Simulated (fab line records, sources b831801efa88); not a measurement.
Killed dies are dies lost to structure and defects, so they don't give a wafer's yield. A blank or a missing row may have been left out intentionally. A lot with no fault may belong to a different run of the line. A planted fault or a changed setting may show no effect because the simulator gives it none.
Problem report in the 8D (eight disciplines) form, filled by code + flow sfq line + the parts of the form that need people (team, actions taken, sign-off) are left out

1. WHAT IS WRONG
Mean M7_NB_RS at SFQ_M7_RS_MEAS_943: 2.535 ohm/sq over 3 wafers in 2 lots; fault-free wafers: 0.895 ohm/sq, standard deviation 0.012. That is +99 or more standard deviations from the usual mean.
The step: measures by four-point-probe.
Seen first at day 66 23:52 on film metro-01, wafer L801.3. The record has a number at this step for 42 wafers belonging to 14 lots. By rule, "out" or "out of limits" means more than 4 standard deviations away from the usual mean. The rest of the wafers with a number are treated as sound.

2. WHAT IT IS; WHAT IT IS NOT
| question                    | is                     | is not                                                                    |
|-----------------------------|------------------------|---------------------------------------------------------------------------|
| which readings at this step | M7_NB_RS               | -                                                                         |
| which lots                  | L801, L804             | L786, L787, L789, L790, L791, L792, L793, L794, L795, L797, L800, L808    |
| which wafers of those lots  | L801.3, L801.6, L804.6 | L801.1, L804.2, L804.4                                                    |
| read on which gauges        | film metro-01          | film metro-02, film metro-04                                              |
| when                        | from day 66 23:52      | up to then (34 sound wafers); but 5 sound wafers of L804, L808 came after |

3. WHAT RULES OUT EACH SUSPECT
Counting: if a tool at a process step up to the reading ran every lot that is out, it stays a suspect. Sound lots after the first of them don't rule it out here, since some wafers of a struck lot are sound.
- ruled out: the gauge at SFQ_M7_RS_MEAS_943. All the wafers that are out were read on film metro-01, but those of them that SFQ_TRILAYER_M7_ETCH_METAL_ETCH_180 has rows for are out there too, on other tools.
- rie metal-03 at SFQ_TRILAYER_C5_STRIP_STRIP_155 (strips in O2): kept. Every lot that is out went through it, the first being L801 (day 60 19:41); the last sound lot it ran before that was L793 (day 58 18:41).
- pvd sputter-05 at SFQ_TRILAYER_M7_DEP_SPUTTER_175 (material Nb, target thk 200 nm, time 133.3 s): kept. Every lot that is out went through it, the first being L801 (day 66 23:47); the last sound lot it ran before that was L797 (day 66 03:14).
What counting leaves: rie metal-03 at SFQ_TRILAYER_C5_STRIP_STRIP_155 and pvd sputter-05 at SFQ_TRILAYER_M7_DEP_SPUTTER_175.

4. THE CAUSE (what the simulator had put in)
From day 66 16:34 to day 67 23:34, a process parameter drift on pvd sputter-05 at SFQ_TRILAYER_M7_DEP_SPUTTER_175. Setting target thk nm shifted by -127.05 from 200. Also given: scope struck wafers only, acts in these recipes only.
Counting left 2 suspects, and this tool is among them.

5. THE CHAIN OF EFFECTS, in route order
Each row: a reading whose mean over the struck wafers that have a number lies more than 3 standard deviations from the usual. Only readings whose record carries a usual standard deviation are examined. hours: median over the lots of the time between each lot's start at the first step of this table that gives one and its start at this step. sigmas: the change, counted in usual standard deviations.
| hours | step                                | reading        | usual        | on struck wafers | change | sigmas      |
|-------|-------------------------------------|----------------|--------------|------------------|--------|-------------|
| 0     | SFQ_M7_RS_MEAS_943                  | M7_NB_RS       | 0.895 ohm/sq | 2.535            | +1.640 | +99 or more |
| 98    | SFQ_TRILAYER_M7_ETCH_METAL_ETCH_180 | oes product au | 0.892 a.u.   | 0.566            | -0.326 | -35         |
It contains these process steps:
- SFQ_TRILAYER_M7_ETCH_METAL_ETCH_180: etches Nb in Cl2/Ar, stops on SiO2, target depth 240 nm, time 120 s.

6. WHAT WOULD HAVE CAUGHT IT SOONER
Counted from the fault's start at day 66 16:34, it took 7 hours until the first out-of-limits reading at a measuring or inspecting step in this record, taken at day 66 23:52.
No tool reading at SFQ_TRILAYER_M7_DEP_SPUTTER_175 that has a usual standard deviation in the record was out on any struck wafer, so an alarm limit of 4 standard deviations on those readings would not have fired.
L804, from the lots that are out (2), started SFQ_TRILAYER_M7_DEP_SPUTTER_175 on pvd sputter-05 later than day 66 23:52. It would have been spared by a hold on the tool at that moment.
